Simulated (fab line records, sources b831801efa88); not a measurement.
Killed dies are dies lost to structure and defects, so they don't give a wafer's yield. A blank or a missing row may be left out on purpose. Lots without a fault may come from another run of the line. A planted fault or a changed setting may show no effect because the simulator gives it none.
One fault seen from 2 desks | flow sky130 | each desk has only its own numbers; what lay behind them comes last

THE TOOL OWNER'S DESK: implanter-03
The tool's own readings at SKY_LDD_N_IMPLANT_14: means of the sampled wafers that have a number, for each lot that ran on this tool. A lot is out of limits, marked OUT, if its mean lies more than 4 standard deviations from the usual mean; the brackets give that distance.
Columns: A = rotation_deg at SKY_LDD_N_IMPLANT_14, usual 180.00 degrees
lot  | first seen here | A
L453 | day 18 15:36    | 179.96
L455 | day 19 14:21    | 402.23 (+99 or more) OUT
L459 | day 21 05:48    | 402.25 (+99 or more) OUT
This desk's finding: out of limits on L455, L459; first on L455, day 19 14:21 (rotation_deg at SKY_LDD_N_IMPLANT_14). In limits: L453.

THE METROLOGY DESK
What the gauges read, lot by lot, whatever tool the lot ran on: means of the sampled wafers that have a number. A lot is out of limits, marked OUT, if its mean lies more than 4 standard deviations from the usual mean; the brackets give that distance.
Columns: A = LDD_N_OVL at SKY_LDD_N_OVL_MEAS_07, usual -0.1 nm
lot  | first seen here | A
L453 | day 18 14:38    | 0.5
L455 | day 19 13:23    | -1.0
L459 | day 21 04:50    | -0.2
L466 | day 23 19:07    | 0.5
L470 | day 24 20:33    | 0.3
L471 | day 25 06:39    | -0.0
This desk's finding: nothing out of limits on any of the 6 lots.

PUT TOGETHER
The tool owner's desk could have raised an alarm at day 19 14:21, on L455, L459.
The metrology desk saw nothing out of limits.
The metrology desk has L455, L459 on record, within its limits.
Of the lots named, all ran SKY_LDD_N_IMPLANT_14 on implanter-03.

WHAT THE SIMULATOR HAD PUT IN
Process parameter drift: implanter-03, from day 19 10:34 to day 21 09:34, at SKY_LDD_N_IMPLANT_14. Setting rotation_deg, moved by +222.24, from 180. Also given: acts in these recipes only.
Lots struck among those shown: L455, L459.
Hours from the fault's start to each desk's first reading out of limits: the tool owner's desk, 4.
